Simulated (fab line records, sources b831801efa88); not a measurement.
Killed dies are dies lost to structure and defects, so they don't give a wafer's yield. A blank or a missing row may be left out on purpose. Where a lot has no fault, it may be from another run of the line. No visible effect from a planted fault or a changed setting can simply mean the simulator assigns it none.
Which of the tools did it? || flow sky130 || Sampling: 14 lots, 42 wafers, 4 of 708 route steps

## WHAT THE GAUGES READ, wafer by wafer
No reading from a measuring or inspecting step in the record can be judged against a usual standard deviation.

## TOOL THAT RAN EACH LOT (tool first, then ch and the chambers of the sampled wafers, then the start)
{"lot": "L548", "SKY_LOCAL_INTERCONNECT_SPUTTER_00": "pvd sputter-01, day 29 18:06", "SKY_LOCAL_INTERCONNECT_METAL_ETCH_14": "rie metal-04 ch 0,1, day 30 22:47", "SKY_CONTACT_CVD_00": "pecvd-01 ch 1,2, day 30 23:26", "SKY_CONTACT_PEB_12": "litho track-04 ch 0, day 32 04:00"}
{"lot": "L547", "SKY_LOCAL_INTERCONNECT_SPUTTER_00": "pvd sputter-01, day 29 20:40", "SKY_LOCAL_INTERCONNECT_METAL_ETCH_14": "rie metal-03 ch 0,1, day 31 01:30", "SKY_CONTACT_CVD_00": "pecvd-04 ch 0,1, day 31 02:08", "SKY_CONTACT_PEB_12": "litho track-01 ch 0, day 32 07:00"}
{"lot": "L550", "SKY_LOCAL_INTERCONNECT_SPUTTER_00": "pvd sputter-01, day 30 03:06", "SKY_LOCAL_INTERCONNECT_METAL_ETCH_14": "rie metal-01 ch 0,1, day 31 07:30", "SKY_CONTACT_CVD_00": "pecvd-01 ch 0,2, day 31 08:08", "SKY_CONTACT_PEB_12": "litho track-01 ch 0, day 32 13:00"}
{"lot": "L551", "SKY_LOCAL_INTERCONNECT_SPUTTER_00": "pvd sputter-04, day 30 08:37", "SKY_LOCAL_INTERCONNECT_METAL_ETCH_14": "rie metal-01 ch 0,1, day 31 13:55", "SKY_CONTACT_CVD_00": "pecvd-03 ch 0,1, day 31 14:34", "SKY_CONTACT_PEB_12": "litho track-03 ch 0, day 32 18:00"}
{"lot": "L560", "SKY_LOCAL_INTERCONNECT_SPUTTER_00": "pvd sputter-04, day 34 02:53", "SKY_LOCAL_INTERCONNECT_METAL_ETCH_14": "rie metal-03 ch 0,1, day 35 05:00", "SKY_CONTACT_CVD_00": "pecvd-04 ch 0,2, day 35 05:39", "SKY_CONTACT_PEB_12": "litho track-03, day 36 07:00"}
{"lot": "L561", "SKY_LOCAL_INTERCONNECT_SPUTTER_00": "pvd sputter-04, day 34 07:24", "SKY_LOCAL_INTERCONNECT_METAL_ETCH_14": "rie metal-04 ch 0,1, day 35 09:39", "SKY_CONTACT_CVD_00": "pecvd-01 ch 0,1, day 35 10:19", "SKY_CONTACT_PEB_12": "litho track-04, day 36 12:00"}
{"lot": "L562", "SKY_LOCAL_INTERCONNECT_SPUTTER_00": "pvd sputter-01, day 34 08:56", "SKY_LOCAL_INTERCONNECT_METAL_ETCH_14": "rie metal-03 ch 0, day 35 11:10", "SKY_CONTACT_CVD_00": "pecvd-03 ch 1,2, day 35 11:50", "SKY_CONTACT_PEB_12": "litho track-01 ch 0, day 36 13:00"}
{"lot": "L563", "SKY_LOCAL_INTERCONNECT_SPUTTER_00": "pvd sputter-04, day 34 20:23", "SKY_LOCAL_INTERCONNECT_METAL_ETCH_14": "rie metal-01 ch 0,1, day 35 22:46", "SKY_CONTACT_CVD_00": "pecvd-01 ch 0,1, day 35 23:25", "SKY_CONTACT_PEB_12": "litho track-01 ch 0, day 37 01:00"}
{"lot": "L564", "SKY_LOCAL_INTERCONNECT_SPUTTER_00": "pvd sputter-01, day 35 01:02", "SKY_LOCAL_INTERCONNECT_METAL_ETCH_14": "rie metal-01 ch 0,1, day 36 03:06", "SKY_CONTACT_CVD_00": "pecvd-03 ch 0,2, day 36 03:44", "SKY_CONTACT_PEB_12": "litho track-04 ch 0, day 37 05:00"}
{"lot": "L565", "SKY_LOCAL_INTERCONNECT_SPUTTER_00": "pvd sputter-03, day 35 05:52", "SKY_LOCAL_INTERCONNECT_METAL_ETCH_14": "rie metal-01 ch 1, day 36 08:04", "SKY_CONTACT_CVD_00": "pecvd-04 ch 0,2, day 36 08:44", "SKY_CONTACT_PEB_12": "litho track-01 ch 0, day 37 10:00"}
{"lot": "L566", "SKY_LOCAL_INTERCONNECT_SPUTTER_00": "pvd sputter-01, day 35 16:22", "SKY_LOCAL_INTERCONNECT_METAL_ETCH_14": "rie metal-04 ch 0,1, day 36 18:20", "SKY_CONTACT_CVD_00": "pecvd-03 ch 1,2, day 36 18:59", "SKY_CONTACT_PEB_12": "litho track-04 ch 0, day 37 19:00"}
{"lot": "L568", "SKY_LOCAL_INTERCONNECT_SPUTTER_00": "pvd sputter-03, day 35 23:17", "SKY_LOCAL_INTERCONNECT_METAL_ETCH_14": "rie metal-04 ch 0,1, day 37 01:52", "SKY_CONTACT_CVD_00": "pecvd-01 ch 1,2, day 37 02:30", "SKY_CONTACT_PEB_12": "litho track-04 ch 0, day 38 04:00"}
{"lot": "L569", "SKY_LOCAL_INTERCONNECT_SPUTTER_00": "pvd sputter-01, day 36 12:26", "SKY_LOCAL_INTERCONNECT_METAL_ETCH_14": "rie metal-03 ch 0,1, day 37 14:17", "SKY_CONTACT_CVD_00": "pecvd-01 ch 1,2, day 37 14:56", "SKY_CONTACT_PEB_12": "litho track-04 ch 0, day 38 16:00"}
{"lot": "L570", "SKY_LOCAL_INTERCONNECT_SPUTTER_00": "pvd sputter-01, day 36 16:44", "SKY_LOCAL_INTERCONNECT_METAL_ETCH_14": "rie metal-03 ch 0,1, day 37 18:24", "SKY_CONTACT_CVD_00": "pecvd-03 ch 0,2, day 37 19:02", "SKY_CONTACT_PEB_12": "litho track-01 ch 0, day 38 20:00"}
- SKY_LOCAL_INTERCONNECT_SPUTTER_00: material TiN, target thk 100 nm, time 83.3 s.
- SKY_LOCAL_INTERCONNECT_METAL_ETCH_14: etches TiN in Cl2/BCl3, stops on PSG, target depth 110 nm, time 31.4 s.
- SKY_CONTACT_CVD_00: deposits Si3N4, target thk 75 nm.
- SKY_CONTACT_PEB_12

## AS READ BY THE TOOLS THEMSELVES (means over the sampled wafers that have a number; for cases with no such wafer, the mark the record gives instead)
SKY_LOCAL_INTERCONNECT_SPUTTER_00. Usual: substrate temp c 300.04 C, standard deviation 0.22; susceptor temp C 300.01 C, standard deviation 0.19; throttle valve pct 29.5 %, standard deviation 1.3.
{"lot": "L548", "tool": "pvd sputter-01", "substrate temp c (C)": 300.20, "susceptor temp C (C)": 300.12, "throttle valve pct (%)": 28.6, "flag": ""}
{"lot": "L547", "tool": "pvd sputter-01", "substrate temp c (C)": 299.99, "susceptor temp C (C)": 300.10, "throttle valve pct (%)": 29.0, "flag": ""}
{"lot": "L550", "tool": "pvd sputter-01", "substrate temp c (C)": 300.02, "susceptor temp C (C)": 299.96, "throttle valve pct (%)": 28.8, "flag": ""}
{"lot": "L551", "tool": "pvd sputter-04", "substrate temp c (C)": 300.13, "susceptor temp C (C)": 300.24, "throttle valve pct (%)": 30.8, "flag": ""}
{"lot": "L560", "tool": "pvd sputter-04", "substrate temp c (C)": 299.94, "susceptor temp C (C)": 299.78, "throttle valve pct (%)": 31.7, "flag": ""}
{"lot": "L561", "tool": "pvd sputter-04", "substrate temp c (C)": 300.13, "susceptor temp C (C)": 300.09, "throttle valve pct (%)": 31.7, "flag": ""}
{"lot": "L562", "tool": "pvd sputter-01", "substrate temp c (C)": 300.15, "susceptor temp C (C)": 300.01, "throttle valve pct (%)": 28.7, "flag": ""}
{"lot": "L563", "tool": "pvd sputter-04", "substrate temp c (C)": 300.01, "susceptor temp C (C)": 300.06, "throttle valve pct (%)": 31.8, "flag": ""}
{"lot": "L564", "tool": "pvd sputter-01", "substrate temp c (C)": 300.21, "susceptor temp C (C)": 299.88, "throttle valve pct (%)": 29.0, "flag": ""}
{"lot": "L565", "tool": "pvd sputter-03", "substrate temp c (C)": 299.90, "susceptor temp C (C)": 300.11, "throttle valve pct (%)": 29.4, "flag": ""}
{"lot": "L566", "tool": "pvd sputter-01", "substrate temp c (C)": 299.78, "susceptor temp C (C)": 299.98, "throttle valve pct (%)": 28.1, "flag": ""}
{"lot": "L568", "tool": "pvd sputter-03", "substrate temp c (C)": 299.99, "susceptor temp C (C)": 299.99, "throttle valve pct (%)": 29.8, "flag": ""}
{"lot": "L569", "tool": "pvd sputter-01", "substrate temp c (C)": 300.07, "susceptor temp C (C)": 299.74, "throttle valve pct (%)": 29.0, "flag": ""}
{"lot": "L570", "tool": "pvd sputter-01", "substrate temp c (C)": 300.23, "susceptor temp C (C)": 299.93, "throttle valve pct (%)": 28.9, "flag": ""}

SKY_LOCAL_INTERCONNECT_METAL_ETCH_14. Usual: drypump motor current A 6.1 A, standard deviation 0.41; oes product au 0.942 a.u., standard deviation 0.0074; throttle valve pct 21.901 %, standard deviation 0.0097.
{"lot": "L548", "tool": "rie metal-04", "drypump motor current A (A)": 6.0, "oes product au (a.u.)": 0.928, "throttle valve pct (%)": 21.908, "flag": ""}
{"lot": "L547", "tool": "rie metal-03", "drypump motor current A (A)": 6.3, "oes product au (a.u.)": 0.938, "throttle valve pct (%)": 21.893, "flag": ""}
{"lot": "L550", "tool": "rie metal-01", "drypump motor current A (A)": 5.9, "oes product au (a.u.)": 0.939, "throttle valve pct (%)": 21.902, "flag": ""}
{"lot": "L551", "tool": "rie metal-01", "drypump motor current A (A)": 5.9, "oes product au (a.u.)": 0.945, "throttle valve pct (%)": 21.897, "flag": ""}
{"lot": "L560", "tool": "rie metal-03", "drypump motor current A (A)": 6.3, "oes product au (a.u.)": 0.944, "throttle valve pct (%)": 21.897, "flag": ""}
{"lot": "L561", "tool": "rie metal-04", "drypump motor current A (A)": 6.0, "oes product au (a.u.)": 0.953, "throttle valve pct (%)": 21.900, "flag": ""}
{"lot": "L562", "tool": "rie metal-03", "drypump motor current A (A)": 6.4, "oes product au (a.u.)": 0.948, "throttle valve pct (%)": 21.896, "flag": ""}
{"lot": "L563", "tool": "rie metal-01", "drypump motor current A (A)": 5.8, "oes product au (a.u.)": 0.937, "throttle valve pct (%)": 21.910, "flag": ""}
{"lot": "L564", "tool": "rie metal-01", "drypump motor current A (A)": 5.8, "oes product au (a.u.)": 0.940, "throttle valve pct (%)": 21.900, "flag": ""}
{"lot": "L565", "tool": "rie metal-01", "drypump motor current A (A)": 6.2, "oes product au (a.u.)": 0.937, "throttle valve pct (%)": 21.905, "flag": ""}
{"lot": "L566", "tool": "rie metal-04", "drypump motor current A (A)": 5.6, "oes product au (a.u.)": 0.942, "throttle valve pct (%)": 21.905, "flag": ""}
{"lot": "L568", "tool": "rie metal-04", "drypump motor current A (A)": 5.6, "oes product au (a.u.)": 0.940, "throttle valve pct (%)": 21.901, "flag": ""}
{"lot": "L569", "tool": "rie metal-03", "drypump motor current A (A)": 6.4, "oes product au (a.u.)": 0.945, "throttle valve pct (%)": 21.898, "flag": ""}
{"lot": "L570", "tool": "rie metal-03", "drypump motor current A (A)": 6.3, "oes product au (a.u.)": 0.939, "throttle valve pct (%)": 21.904, "flag": ""}

SKY_CONTACT_CVD_00. Usual: heater power w 686 W, standard deviation 87; susceptor temp C 400.02 C, standard deviation 0.21.
{"lot": "L548", "tool": "pecvd-01", "heater power w (W)": 697, "susceptor temp C (C)": 400.04, "flag": ""}
{"lot": "L547", "tool": "pecvd-04", "heater power w (W)": 670, "susceptor temp C (C)": 400.07, "flag": ""}
{"lot": "L550", "tool": "pecvd-01", "heater power w (W)": 786, "susceptor temp C (C)": 399.99, "flag": ""}
{"lot": "L551", "tool": "pecvd-03", "heater power w (W)": 661, "susceptor temp C (C)": 400.02, "flag": ""}
{"lot": "L560", "tool": "pecvd-04", "heater power w (W)": 704, "susceptor temp C (C)": 399.89, "flag": ""}
{"lot": "L561", "tool": "pecvd-01", "heater power w (W)": 743, "susceptor temp C (C)": 400.00, "flag": ""}
{"lot": "L562", "tool": "pecvd-03", "heater power w (W)": 605, "susceptor temp C (C)": 399.83, "flag": ""}
{"lot": "L563", "tool": "pecvd-01", "heater power w (W)": 757, "susceptor temp C (C)": 399.96, "flag": ""}
{"lot": "L564", "tool": "pecvd-03", "heater power w (W)": 595, "susceptor temp C (C)": 400.25, "flag": ""}
{"lot": "L565", "tool": "pecvd-04", "heater power w (W)": 686, "susceptor temp C (C)": 400.32, "flag": ""}
{"lot": "L566", "tool": "pecvd-03", "heater power w (W)": 637, "susceptor temp C (C)": 400.15, "flag": ""}
{"lot": "L568", "tool": "pecvd-01", "heater power w (W)": 751, "susceptor temp C (C)": 400.08, "flag": ""}
{"lot": "L569", "tool": "pecvd-01", "heater power w (W)": 716, "susceptor temp C (C)": 400.01, "flag": ""}
{"lot": "L570", "tool": "pecvd-03", "heater power w (W)": 613, "susceptor temp C (C)": 400.04, "flag": ""}

SKY_CONTACT_PEB_12. Usual: exhaust pa 45.0 Pa, standard deviation 0.88.
{"lot": "L548", "tool": "litho track-04", "exhaust pa (Pa)": 44.2, "flag": ""}
{"lot": "L547", "tool": "litho track-01", "exhaust pa (Pa)": 44.3, "flag": ""}
{"lot": "L550", "tool": "litho track-01", "exhaust pa (Pa)": 44.1, "flag": ""}
{"lot": "L551", "tool": "litho track-03", "exhaust pa (Pa)": 44.2, "flag": ""}
{"lot": "L560", "tool": "litho track-03", "exhaust pa (Pa)": "-", "flag": "OFF"}
{"lot": "L561", "tool": "litho track-04", "exhaust pa (Pa)": "-", "flag": "OFF"}
{"lot": "L562", "tool": "litho track-01", "exhaust pa (Pa)": 45.6, "flag": ""}
{"lot": "L563", "tool": "litho track-01", "exhaust pa (Pa)": 46.2, "flag": ""}
{"lot": "L564", "tool": "litho track-04", "exhaust pa (Pa)": 45.4, "flag": ""}
{"lot": "L565", "tool": "litho track-01", "exhaust pa (Pa)": 45.5, "flag": ""}
{"lot": "L566", "tool": "litho track-04", "exhaust pa (Pa)": 43.8, "flag": ""}
{"lot": "L568", "tool": "litho track-04", "exhaust pa (Pa)": 45.2, "flag": ""}
{"lot": "L569", "tool": "litho track-04", "exhaust pa (Pa)": 44.6, "flag": ""}
{"lot": "L570", "tool": "litho track-01", "exhaust pa (Pa)": 44.8, "flag": ""}

## THE ANSWER, worked out from the rows above alone
Rule: a lot counts as off when the mean over its wafers that have a number is more than 3 standard deviations away from the usual mean. A lot without any number at a reading at which 4 lots or more have one is off too. Where the step has rows for the other lots, those lots are counted as sound. Order of review: gauges by route order, followed by the tools' own readings, for which a lot's mean as printed above is used. At the first step where some lot is off, the reading lying furthest off is the one used; lots without a number count as furthest.
Off, at SKY_CONTACT_PEB_12 on exhaust pa: L560, L561. Without a number there: L560, L561.
If a tool, at that step or one of the process steps before it, ran each lot that is off and ran no sound lot following the first of them, it fits. None of those tried fits.

## WHAT THE SIMULATOR PUT IN
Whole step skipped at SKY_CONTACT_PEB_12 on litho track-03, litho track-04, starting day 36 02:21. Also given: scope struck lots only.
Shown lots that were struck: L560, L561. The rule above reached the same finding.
